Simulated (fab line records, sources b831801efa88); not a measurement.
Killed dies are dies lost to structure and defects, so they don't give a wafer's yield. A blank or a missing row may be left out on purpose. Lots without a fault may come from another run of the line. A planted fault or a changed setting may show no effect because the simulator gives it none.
Which tool did it? | flow sky130 | 10 lots, 30 wafers sampled, at 3 steps of a route of 708

WHAT THE GAUGES READ, wafer by wafer
SKY_METAL2_THK_MEAS_06: measures by xrf. Usual: METAL2_ALCU_THK 247 nm, standard deviation 3.4.
lot  | measured     | on            | METAL2_ALCU_THK (nm) | flag
L809 | day 34 03:48 | film_metro-04 | 252 251 253          |
L811 | day 35 00:42 | film_metro-03 | 243 246 245          |
L814 | day 36 03:23 | film_metro-03 | 251 248 245          |
L815 | day 36 10:49 | film_metro-03 | 244 244 246          |
L821 | day 38 13:53 | film_metro-01 | 249 248 249          |
L823 | day 38 21:18 | film_metro-04 | 246 246 246          |
L825 | day 39 12:24 | film_metro-01 | 250 254 251          |
L826 | day 39 21:38 | film_metro-04 | 248 248 246          |
L827 | day 40 02:02 | film_metro-03 | 249 249 252          |
L828 | day 40 08:42 | film_metro-03 | 244 243 243          |

WHICH TOOL RAN EACH LOT (tool, then ch and the chambers of the sampled wafers, then the start)
lot  | SKY_METAL1_METAL_ETCH_19          | SKY_VIA1_STRIP_16
L809 | rie_metal-02 ch 0,1, day 32 22:40 | plasma_asher-02 ch 0,1, day 34 02:16
L811 | rie_metal-02 ch 0,1, day 33 19:11 | plasma_asher-01 ch 0,1, day 34 23:11
L814 | rie_metal-01 ch 0,1, day 34 22:38 | plasma_asher-02 ch 0,1, day 36 01:50
L815 | rie_metal-03 ch 0,1, day 35 05:47 | plasma_asher-02 ch 0,1, day 36 09:20
L821 | rie_metal-03 ch 0,1, day 37 09:06 | plasma_asher-04 ch 0,1, day 38 12:23
L823 | rie_metal-03 ch 1, day 37 16:02   | plasma_asher-02 ch 0, day 38 19:47
L825 | rie_metal-03 ch 1, day 38 07:50   | plasma_asher-02 ch 0,1, day 39 10:54
L826 | rie_metal-02 ch 0,1, day 38 18:15 | plasma_asher-04 ch 1, day 39 20:08
L827 | rie_metal-03 ch 0,1, day 38 21:59 | plasma_asher-02 ch 1, day 40 00:32
L828 | rie_metal-01 ch 0, day 39 05:17   | plasma_asher-04 ch 0,1, day 40 07:11
- SKY_METAL1_METAL_ETCH_19: etches the open film in Cl2/BCl3, stops on SiO2, target depth 360 nm, time 78 s.
- SKY_VIA1_STRIP_16: strips in O2/N2.

WHAT THE TOOLS THEMSELVES READ (means of the sampled wafers that have a number; where no wafer has one, the mark that the record gives instead)
SKY_METAL1_METAL_ETCH_19. Usual: drypump_motor_current_A 5.68 A, standard deviation 0.25; he_backside_leak_sccm 3.28 sccm, standard deviation 0.25; oes_product_au 0.853 a.u., standard deviation 0.0057; rf_fwd_power_W 895.3 W, standard deviation 3; throttle_valve_pct 22.264 %, standard deviation 0.0092.
lot  | tool         | drypump_motor_current_A (A) | he_backside_leak_sccm (sccm) | oes_product_au (a.u.) | rf_fwd_power_W (W) | throttle_valve_pct (%) | flag
L809 | rie_metal-02 | 5.38                        | 3.14                         | 0.852                 | 891.3              | 22.262                 |
L811 | rie_metal-02 | 5.57                        | 3.37                         | 0.850                 | 891.5              | 22.260                 |
L814 | rie_metal-01 | 5.79                        | 3.22                         | 0.849                 | 895.4              | 22.264                 |
L815 | rie_metal-03 | 5.83                        | 3.24                         | 0.851                 | 895.8              | 22.263                 |
L821 | rie_metal-03 | 5.80                        | 3.42                         | 0.859                 | 894.8              | 22.269                 |
L823 | rie_metal-03 | 5.80                        | 3.07                         | 0.849                 | 895.9              | 22.262                 |
L825 | rie_metal-03 | 5.79                        | 3.11                         | 0.854                 | 898.9              | 22.266                 |
L826 | rie_metal-02 | 5.56                        | 3.35                         | 0.851                 | 895.0              | 22.271                 |
L827 | rie_metal-03 | 5.82                        | 3.20                         | 0.860                 | 896.2              | 22.268                 |
L828 | rie_metal-01 | 5.90                        | 3.29                         | 0.853                 | 895.8              | 22.260                 |

SKY_VIA1_STRIP_16. Usual: drypump_motor_current_A 5.5 A, standard deviation 0.37; oes_product_au 0.415 a.u., standard deviation 0.0042; strip_time_to_endpoint_s 4.454 s, standard deviation 0.021.
lot  | tool            | drypump_motor_current_A (A) | oes_product_au (a.u.) | strip_time_to_endpoint_s (s) | flag
L809 | plasma_asher-02 | 5.9                         | 0.415                 | 4.439                        |
L811 | plasma_asher-01 | 5.3                         | 0.412                 | 4.430                        |
L814 | plasma_asher-02 | 6.0                         | 0.418                 | 4.455                        |
L815 | plasma_asher-02 | 5.9                         | 0.417                 | 4.450                        |
L821 | plasma_asher-04 | 5.2                         | 0.419                 | 4.461                        |
L823 | plasma_asher-02 | 5.9                         | 0.414                 | 4.438                        |
L825 | plasma_asher-02 | 6.0                         | 0.414                 | 4.454                        |
L826 | plasma_asher-04 | 5.1                         | 0.420                 | 4.452                        |
L827 | plasma_asher-02 | 6.0                         | 0.414                 | 4.480                        |
L828 | plasma_asher-04 | 5.1                         | 0.416                 | 4.476                        |

THE ANSWER, worked out from the rows above alone
Rule: a lot is off if the mean of its wafers that have a number lies more than 3 standard deviations from the usual mean. A lot without any number at a reading at which 4 lots or more have one is off too. The other lots that the step has rows for count as sound. The gauges are gone through in route order, then the tools' own readings, and for those a lot's mean is taken as printed above. The first step at which some lot is off is used, and at that step the reading that is off furthest; a lot without a number counts as furthest.
No lot is off at any reading shown: from this, nothing can be told.

WHAT THE SIMULATOR HAD PUT IN
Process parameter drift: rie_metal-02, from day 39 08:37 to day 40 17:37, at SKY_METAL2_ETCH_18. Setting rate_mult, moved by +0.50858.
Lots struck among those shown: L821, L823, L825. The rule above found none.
